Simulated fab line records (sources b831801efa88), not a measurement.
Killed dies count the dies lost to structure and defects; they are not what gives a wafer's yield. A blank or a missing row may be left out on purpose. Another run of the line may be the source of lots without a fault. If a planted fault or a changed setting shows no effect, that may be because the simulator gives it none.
fab line records | flow sfq_line
record: lots: 5 wafers: 15 last_day: 80
route steps=325 shown I1@77 M2@88 I2@103 M3@118 M8@325
lots that met no fault: from a run of the same line without faults
start_h: start of the lot's first displayed wafer, in hours after the record's first day | wait_h: how many hours have passed since the lot's step before this one | " same as the row above | L1.1+2: one row covering several wafers at once | - no value present, or no start provided | * or withheld: withheld | < > ~ a bound
route shown NAME@n: names a module that has steps shown in the file, with the first one's number in the route | usual: mean and standard deviation over wafers with no fault | same: alike in all rows | chamber/n: place in a boat | sites: per-site readings | _std_site: standard deviation of those values | _edge_site: outer sites' mean less inner sites' | radius_mm: for every site, how far away it sits from the centre of the wafer | mask NAME#n: copy n | behind: the last tool/chamber to shape the wafer | hold: cause of the lot's hold/its duration in hours/its outcome | device: whichever transistor did not switch (one of n, p or np) | end of line: tests of these same wafers at the route's end | for a step that has no rows: nothing shown but its recipe | killed: dies that structure and defects cost at the first sort, which is not the same as the wafer's yield | map: per-die view of a wafer (x killed, . not killed, _ where there is no die)
set.NAME: the run value of the setting; set.NAME@STEP: its run value at that earlier step | model.NAME: the simulator's own value behind a step, which no gauge read
lots at some steps of the route; a table a step, a row a wafer
services: a tool's chamber out of use, with start hour (start_h, from the record's first day; less than 0 if before it), hours out, and reason
== steps ==
step: SFQ_TRILAYER_I1_VIA_LITHO_COAT_054
recipe: resist: BARC spin_rpm: 3000 resist_thk_nm: 62
step: SFQ_TRILAYER_I1_VIA_LITHO_COAT_049
recipe: resist: KrF spin_rpm: 3000 resist_thk_nm: 650
step: SFQ_TRILAYER_I1_VIA_LITHO_SOFTBAKE_053
recipe: temp_c: withheld time_s: withheld resist: KrF
step: SFQ_TRILAYER_I1_VIA_LITHO_EXPOSE_050
recipe: mask_id: I1 na: 0.6 source_shape: conventional sigma_outer: 0.65 target_cd_nm: 500 dose_mj: 21.3
step: SFQ_TRILAYER_I1_VIA_LITHO_PEB_052
recipe: peb_temp_c: 115 peb_time_s: 60 resist: KrF
step: SFQ_TRILAYER_I1_VIA_LITHO_DEVELOP_051
recipe: time_s: 60 resist: KrF
step: SFQ_I1_OVL_MEAS_913
usual: I1_OVL: -1/5.6
columns lot.wafer tool chamber start_h wait_h I1_OVL[nm]
L868.2 overlay-02 - 656.93 0.1 4
L868.5 " - " " 4
L868.6 " - " " 3
L871.2 overlay-01 - 677.33 0.1 3
L871.3 " - " " -8
L871.6 " - " " -3
L882.2 overlay-01 - 769.65 0.1 8
L882.4 " - " " 6
L882.6 " - " " 8
L885.1 overlay-02 - 820.24 0.1 2
L885.3 " - " " 3
L885.5 " - " " -2
L887.1 overlay-02 - 844.21 0.1 3
L887.2 " - " " 5
L887.5 " - " " 4
step: SFQ_TRILAYER_I1_VIA_BARC_OPEN_VIA_ETCH_071
recipe: mask_material: PR chemistry: O2 target_depth_nm: 125 target: BARC source_w: 500 bias_w: 80 pressure_mtorr: 30 time_s: 41.7
usual: drypump_motor_current_A: 5.5/0.42 oes_product_au: 0.684/0.0046
columns lot.wafer tool chamber start_h wait_h drypump_motor_current_A oes_product_au rf_hours_counter_h
L868.2 rie_diel-03 2 656.96 0.0 5.2 0.682 6
L868.5 " 1 " " 5.9 0.693 -
L868.6 " 0 " " 5.8 0.685 -
L871.2 rie_diel-04 0 677.36 0.0 5.0 0.687 28
L871.3 " 3 " " 6.3 0.679 5
L871.6 " 1 " " 5.6 0.688 -
L882.2 rie_diel-02 2 769.68 0.0 6.1 0.681 6
L882.4 " 1 " " 5.5 0.677 2
L882.6 " 2 " " 6.1 0.686 -
L885.1 rie_diel-03 1 820.28 0.0 5.9 0.679 14
L885.3 " 0 " " 5.8 0.686 6
L885.5 " 1 " " 5.9 0.683 -
L887.1 rie_diel-02 1 844.25 0.0 5.5 0.684 4
L887.2 " 2 " " 6.1 0.683 7
L887.5 " 2 " " 6.1 0.685 -
step: SFQ_TRILAYER_I1_VIA_ETCH_VIA_ETCH_052
recipe: target: SiO2 stop_on: Nb mask_material: PR taper_deg: 20 chemistry: CHF3 target_depth_nm: 260 source_w: 500 bias_w: 80 pressure_mtorr: 30 time_s: withheld
step: SFQ_TRILAYER_I1_VIA_STRIP_STRIP_053
recipe: gas: O2 power_w: 200 platen_temp_c: 40 overash_fraction: 0.65 chemistry: O2 pressure_mtorr: 50
step: SFQ_TRILAYER_I1_VIA_STRIP_SOLV_CLEAN_054
recipe: chemistry: NMP temp_c: 70 time_s: 600
step: SFQ_TRILAYER_M2_DEP_PRE_CLEAN_056
recipe: gas: Ar time_s: 22.5 bias_v: 250
step: SFQ_TRILAYER_M2_DEP_SPUTTER_055
recipe: material: Nb base_pressure_pa: 1.33e-06 chamber_pressure_pa: 0.1333 substrate_temp_c: 20 resputter_cathode_voltage_v: 400 target_thk_nm: 200 power_w: 2000 time_s: 133.3
usual: base_pressure_pa: 1.34e-06/8.5e-08 substrate_temp_c: 19.99/0.11 throttle_valve_pct: 30.0/1
columns lot.wafer tool chamber start_h wait_h base_pressure_pa substrate_temp_c throttle_valve_pct model.Nb_of_TRILAYER_M2_DEP_SPUTTER_055.thk_nm
L868.2 pvd_sputter-06 - 657.91 0.0 1.21e-06 20.07 29.5 203
L868.5 " - " " 1.31e-06 20.04 29.1 202.3
L868.6 " - " " 1.35e-06 20.15 30.7 201.9
L871.2 pvd_sputter-03 - 678.91 0.0 1.41e-06 19.61 29.1 197.2
L871.3 " - " " 1.18e-06 20.03 29.6 200.7
L871.6 " - " " 1.45e-06 20.01 30.6 198.6
L882.2 pvd_sputter-06 - 770.64 0.0 1.35e-06 20.01 29.6 378
L882.4 " - " " 1.34e-06 19.88 29.3 200.6
L882.6 " - " " 1.4e-06 19.92 28.7 200.7
L885.1 pvd_sputter-03 - 821.24 0.0 1.36e-06 19.94 29.6 198.2
L885.3 " - " " 1.34e-06 19.79 29.3 199.4
L885.5 " - " " 1.3e-06 20.07 29.6 199
L887.1 pvd_sputter-04 - 845.21 0.0 1.3e-06 20.00 29.0 200.9
L887.2 " - " " 1.35e-06 20.02 32.0 195.6
L887.5 " - " " 1.35e-06 20.08 30.9 201.6
step: SFQ_M2_RS_MEAS_914
recipe: thk_meas_gauge: four-point-probe reads: Nb_of_TRILAYER_M2_DEP_SPUTTER_055
usual: M2_NB_RS: 0.889/0.0083
columns lot.wafer tool chamber start_h wait_h M2_NB_RS[ohm/sq]
L868.2 film_metro-04 - 658.02 0.1 0.877
L868.5 " - " " 0.879
L868.6 " - " " 0.882
L871.2 film_metro-04 - 679.02 0.1 0.900
L871.3 " - " " 0.885
L871.6 " - " " 0.895
L882.2 film_metro-03 - 770.75 0.1 0.469
L882.4 " - " " 0.886
L882.6 " - " " 0.888
L885.1 film_metro-03 - 821.33 0.0 0.899
L885.3 " - " " 0.892
L885.5 " - " " 0.895
L887.1 film_metro-04 - 845.30 0.0 0.888
L887.2 " - " " 0.909
L887.5 " - " " 0.884
step: SFQ_TRILAYER_M2_LITHO_COAT_062
recipe: resist: BARC spin_rpm: 3000 resist_thk_nm: 62
step: SFQ_TRILAYER_M2_LITHO_COAT_057
recipe: resist: KrF spin_rpm: 3000 resist_thk_nm: 600
step: SFQ_TRILAYER_M2_LITHO_SOFTBAKE_061
recipe: temp_c: withheld time_s: withheld resist: KrF
step: SFQ_TRILAYER_M2_LITHO_EXPOSE_058
recipe: mask_id: M2 na: 0.6 source_shape: conventional sigma_outer: 0.65 target_cd_nm: 500 dose_mj: 14.4
step: SFQ_TRILAYER_M2_LITHO_PEB_060
recipe: peb_temp_c: 115 peb_time_s: 60 resist: KrF
step: SFQ_TRILAYER_M2_LITHO_DEVELOP_059
recipe: time_s: 60 resist: KrF
step: SFQ_M2_OVL_MEAS_916
usual: M2_OVL: 0/5.6
columns lot.wafer tool chamber start_h wait_h M2_OVL[nm]
L868.2 overlay-01 - 660.57 0.1 -3
L868.5 " - " " -1
L868.6 " - " " -5
L871.2 overlay-01 - 681.44 0.1 1
L871.3 " - " " 4
L871.6 " - " " -1
L882.2 overlay-02 - 913.66 0.1 3
L882.4 " - " " -5
L882.6 " - " " -1
L885.1 overlay-02 - 962.04 0.1 11
L885.3 " - " " 3
L885.5 " - " " 4
L887.1 overlay-01 - 987.16 0.1 -1
L887.2 " - " " 1
L887.5 " - " " 3
step: SFQ_TRILAYER_M2_BARC_OPEN_METAL_ETCH_077
recipe: mask_material: PR chemistry: O2 target_depth_nm: 125 target: BARC icp_w: 600 bias_w: 80 pressure_mtorr: 10 time_s: 41.7
usual: drypump_motor_current_A: 5.6/0.6 oes_product_au: 0.685/0.0045
columns lot.wafer tool chamber start_h wait_h drypump_motor_current_A oes_product_au rf_hours_counter_h
L868.2 rie_metal-04 1 660.60 0.0 4.8 0.689 15
L868.5 " 1 " " 4.7 0.689 -
L868.6 " 0 " " 5.6 0.684 -
L871.2 rie_metal-04 1 681.47 0.0 4.8 0.679 19
L871.3 " 0 " " 5.6 0.681 -
L871.6 " 0 " " 5.6 0.698 -
L882.2 rie_metal-04 1 913.69 0.0 4.8 0.693 49
L882.4 " 0 " " 5.6 0.688 -
L882.6 " 0 " " 5.7 0.695 -
L885.1 rie_metal-04 1 962.08 0.0 4.8 0.688 57
L885.3 " 1 " " 4.7 0.678 -
L885.5 " 0 " " 5.6 0.695 -
L887.1 rie_metal-04 0 987.19 0.0 5.6 0.689 80
L887.2 " 1 " " 4.8 0.689 61
L887.5 " 1 " " 4.7 0.678 -
step: SFQ_TRILAYER_M2_ETCH_METAL_ETCH_060
recipe: target: Nb stop_on: SiO2 mask_material: PR chemistry: Cl2/Ar target_depth_nm: 240 icp_w: 600 bias_w: 80 pressure_mtorr: 10 time_s: 120
usual: drypump_motor_current_A: 5.6/0.6 oes_product_au: 0.895/0.007
columns lot.wafer tool chamber start_h wait_h drypump_motor_current_A oes_product_au rf_hours_counter_h
L868.2 rie_metal-04 1 660.66 0.0 4.8 0.904 15
L868.5 " 1 " " 4.7 0.897 -
L868.6 " 0 " " 5.7 0.900 -
L871.2 rie_metal-04 1 681.53 0.0 4.7 0.882 19
L871.3 " 0 " " 5.6 0.900 -
L871.6 " 0 " " 5.6 0.889 -
L882.2 rie_metal-04 1 913.75 0.0 4.7 1.012 49
L882.4 " 0 " " 5.6 0.894 -
L882.6 " 0 " " 5.6 0.893 -
L885.1 rie_metal-04 1 962.14 0.0 4.7 0.879 57
L885.3 " 1 " " 4.8 0.899 -
L885.5 " 0 " " 5.7 0.886 -
L887.1 rie_metal-04 0 987.25 0.0 5.7 0.898 80
L887.2 " 1 " " 4.8 0.877 61
L887.5 " 1 " " 4.8 0.905 -
step: SFQ_TRILAYER_M2_STRIP_STRIP_061
recipe: gas: O2 power_w: 200 platen_temp_c: 40 overash_fraction: 0.65 chemistry: O2 pressure_mtorr: 50
step: SFQ_TRILAYER_M2_STRIP_SOLV_CLEAN_062
recipe: chemistry: NMP temp_c: 70 time_s: 600
step: SFQ_TRILAYER_I2_DEP_PECVD_063
recipe: material: SiO2 temp_c: 150 time_s: 111.11 pressure_torr: 2.4 rf_w: 183.3 precursor: SiH4/N2O target_thk_nm: 500
step: SFQ_TRILAYER_I2_CMP_CMP_064
recipe: material: SiO2 down_force_psi: 3 platen_rpm: 60 pad_velocity_m_s: 0.94248
step: SFQ_I2_BOW_MEAS_917
recipe: mode: bow
usual: I2_BOW: 4/9.1
columns lot.wafer tool chamber start_h wait_h I2_BOW[um]
L868.2 film_metro-02 - 664.65 2.5 -4
L868.5 " - " " -9
L868.6 " - " " 8
L871.2 film_metro-02 - 685.53 1.5 6
L871.3 " - " " 5
L871.6 " - " " 2
L882.2 film_metro-03 - 935.30 2.5 3
L882.4 " - " " 8
L882.6 " - " " 8
L885.1 film_metro-03 - 966.12 1.5 -4
L885.3 " - " " 12
L885.5 " - " " -4
L887.1 film_metro-02 - 991.27 2.5 -13
L887.2 " - " " -3
L887.5 " - " " 0
step: SFQ_TRILAYER_I2_METRO_MEASURE_065
usual: thk_nm: 200.3/1.3
columns lot.wafer tool chamber start_h wait_h thk_nm
L868.2 film_metro-02 - 664.95 0.3 200.9
L868.5 " - " " 200.4
L868.6 " - " " 201.8
L871.2 film_metro-02 - 685.83 0.3 200.9
L871.3 " - " " 199.5
L871.6 " - " " 201.3
L882.2 film_metro-03 - 935.60 0.3 199.9
L882.4 " - " " 200.9
L882.6 " - " " 201.8
L885.1 film_metro-03 - 966.24 0.1 201.5
L885.3 " - " " 200.7
L885.5 " - " " 198.6
L887.1 film_metro-02 - 991.39 0.1 200.1
L887.2 " - " " 200.6
L887.5 " - " " 201.0
step: SFQ_TRILAYER_I2_VIA_LITHO_COAT_072
recipe: resist: BARC spin_rpm: 3000 resist_thk_nm: 62
step: SFQ_TRILAYER_I2_VIA_LITHO_COAT_067
recipe: resist: KrF spin_rpm: 3000 resist_thk_nm: 650
step: SFQ_TRILAYER_I2_VIA_LITHO_SOFTBAKE_071
recipe: temp_c: withheld time_s: withheld resist: KrF
step: SFQ_TRILAYER_I2_VIA_LITHO_EXPOSE_068
recipe: mask_id: I2 na: 0.6 source_shape: conventional sigma_outer: 0.65 target_cd_nm: 500 dose_mj: 21.3
step: SFQ_TRILAYER_I2_VIA_LITHO_PEB_070
recipe: peb_temp_c: 115 peb_time_s: 60 resist: KrF
step: SFQ_TRILAYER_I2_VIA_LITHO_DEVELOP_069
recipe: time_s: 60 resist: KrF
step: SFQ_I2_OVL_MEAS_918
usual: I2_OVL: 1/6.8
columns lot.wafer tool chamber start_h wait_h I2_OVL[nm]
L868.2 overlay-02 - 822.65 0.1 3
L868.5 " - " " 1
L868.6 " - " " 4
L871.2 overlay-01 - 839.49 0.1 -1
L871.3 " - " " -1
L871.6 " - " " 6
L882.2 overlay-01 - 1077.01 0.1 -4
L882.4 " - " " 2
L882.6 " - " " -5
L885.1 overlay-01 - 1108.20 0.1 10
L885.3 " - " " 2
L885.5 " - " " -1
L887.1 overlay-02 - 1137.15 0.1 -1
L887.2 " - " " 1
L887.5 " - " " 4
step: SFQ_TRILAYER_I2_VIA_BARC_OPEN_VIA_ETCH_096
recipe: mask_material: PR chemistry: O2 target_depth_nm: 125 target: BARC source_w: 500 bias_w: 80 pressure_mtorr: 30 time_s: 41.7
usual: drypump_motor_current_A: 5.8/0.53 oes_product_au: 0.685/0.0047
columns lot.wafer tool chamber start_h wait_h drypump_motor_current_A oes_product_au rf_hours_counter_h
L868.2 rie_diel-01 3 822.68 0.0 6.1 0.686 15
L868.5 " 3 " " 6.0 0.683 -
L868.6 " 0 " " 6.6 0.686 -
L871.2 rie_diel-01 0 839.52 0.0 6.5 0.680 5
L871.3 " 3 " " 6.0 0.679 16
L871.6 " 1 " " 6.2 0.681 -
L882.2 rie_diel-01 1 1077.04 0.0 6.2 0.675 3
L882.4 " 3 " " 6.1 0.682 0
L882.6 " 3 " " 6.0 0.682 -
L885.1 rie_diel-04 2 1108.24 0.0 4.9 0.683 2
L885.3 " 3 " " 6.3 0.686 11
L885.5 " 3 " " 6.2 0.688 -
L887.1 rie_diel-01 3 1137.19 0.0 6.1 0.683 1
L887.2 " 2 " " 5.6 0.683 5
L887.5 " 1 " " 6.2 0.692 -
step: SFQ_TRILAYER_I2_VIA_ETCH_VIA_ETCH_070
recipe: target: SiO2 stop_on: Nb mask_material: PR taper_deg: 20 chemistry: CHF3 target_depth_nm: 260 source_w: 500 bias_w: 80 pressure_mtorr: 30 time_s: withheld
step: SFQ_TRILAYER_I2_VIA_STRIP_STRIP_071
recipe: gas: O2 power_w: 200 platen_temp_c: 40 overash_fraction: 0.65 chemistry: O2 pressure_mtorr: 50
usual: drypump_motor_current_A: 6.0/0.45 oes_product_au: 1.001/0.01
columns lot.wafer tool chamber start_h wait_h drypump_motor_current_A oes_product_au rf_hours_counter_h
L868.2 rie_metal-01 1 822.83 - 6.3 1.014 9
L868.5 " 1 " " 6.3 0.998 -
L868.6 " 0 " " 5.3 1.008 -
L871.2 rie_metal-01 1 839.67 - 6.3 0.995 10
L871.3 " 1 " " 6.3 0.994 -
L871.6 " 1 " " 6.3 1.006 -
L882.2 rie_metal-02 1 1077.19 - 6.3 0.988 73
L882.4 " 0 " " 6.5 0.993 -
L882.6 " 0 " " 6.5 1.006 -
L885.1 rie_metal-02 1 1108.39 - 6.3 1.006 78
L885.3 " 0 " " 6.5 1.024 -
L885.5 " 1 " " 6.3 0.997 -
L887.1 rie_metal-01 0 1137.34 - 5.3 1.012 64
L887.2 " 1 " " 6.2 1.017 51
L887.5 " 1 " " 6.3 1.015 -
step: SFQ_TRILAYER_I2_VIA_STRIP_SOLV_CLEAN_072
recipe: chemistry: NMP temp_c: 70 time_s: 600
step: SFQ_TRILAYER_M3_DEP_PRE_CLEAN_074
recipe: gas: Ar time_s: 22.5 bias_v: 250
step: SFQ_M8_BOW_MEAS_951
recipe: mode: bow
usual: M8_BOW: 11/11
columns lot.wafer tool chamber start_h wait_h M8_BOW[um] model.etest.m2.comb_log10_ohm model.etest.m2.ohm_sq
L868.2 film_metro-03 - 1842.82 0.0 8 12 0.8769
L868.5 " - " " 4 12 0.8797
L868.6 " - " " 20 12 0.8814
L871.2 film_metro-04 - 1851.21 0.0 25 12 0.9025
L871.3 " - " " 23 12 0.8868
L871.6 " - " " 22 12 0.8962
L882.2 film_metro-03 - 1910.04 0.0 9 0 0.4708
L882.4 " - " " 16 12 0.8873
L882.6 " - " " 15 12 0.8868
L885.1 film_metro-04 - 1914.65 0.0 15 12 0.8982
L885.3 " - " " 33 12 0.8926
L885.5 " - " " 15 12 0.8942
L887.1 film_metro-02 - 1917.05 0.0 -12 12 0.8861
L887.2 " - " " -3 12 0.9099
L887.5 " - " " 0 12 0.8826
== services ==
columns tool chamber start_h hours kind
film_metro-03 - 639.45 0.6 pm
rie_diel-04 0 641.53 4.4 repair
rie_metal-04 0 669.49 9.3 repair
pvd_sputter-03 - 670.81 0.9 repair
film_metro-03 - 679.27 1.0 pm
rie_metal-04 - 701.51 0.7 repair
pvd_sputter-03 - 708.55 1.2 repair
film_metro-02 - 720.90 1.5 pm
rie_metal-04 - 766.93 1.4 pm
rie_metal-01 - 773.27 1.3 repair
rie_metal-04 1 781.08 20.5 repair
rie_metal-01 - 793.44 0.4 repair
film_metro-02 - 809.48 1.1 pm
film_metro-02 - 810.57 0.3 pm
film_metro-02 - 838.13 0.4 pm
rie_diel-01 3 847.87 3.9 repair
rie_diel-01 0 885.78 7.8 repair
rie_metal-01 0 921.69 5.8 repair
film_metro-02 - 1053.30 0.4 pm
film_metro-02 - 1055.57 1.6 pm
film_metro-02 - 1083.13 0.9 pm
rie_diel-01 2 1092.80 5.0 repair
rie_diel-01 0 1100.63 6.8 repair
rie_metal-01 1 1114.33 4.6 repair
== key ==
first_sign: step: SFQ_M2_RS_MEAS_914 reading: M2_NB_RS direction: down sigmas: 51 usual: 0.889 struck: 0.469
effect: step: SFQ_TRILAYER_M2_ETCH_METAL_ETCH_060 reading: oes_product_au direction: up sigmas: 17 usual: 0.895 struck: 1.012
model_effect: step: SFQ_TRILAYER_M2_DEP_SPUTTER_055 value: Nb_of_TRILAYER_M2_DEP_SPUTTER_055.thk_nm without: 201.6 struck: 378
model_effect: step: SFQ_M8_BOW_MEAS_951 value: etest.m2.comb_log10_ohm without: 12 struck: 0
met_at SFQ_TRILAYER_M2_DEP_SPUTTER_055
struck_wafers L882.2
onset_between 657.91 770.64
fault: kind: process_parameter_drift tool: pvd_sputter-06 chamber: - onset_h: 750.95 steps: SFQ_TRILAYER_M2_DEP_SPUTTER_055 channel: target_thk_nm offset: 176.46 shape: step end_h: 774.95 scope: struck_wafers_only acts_in: these_recipes_only stated: 200
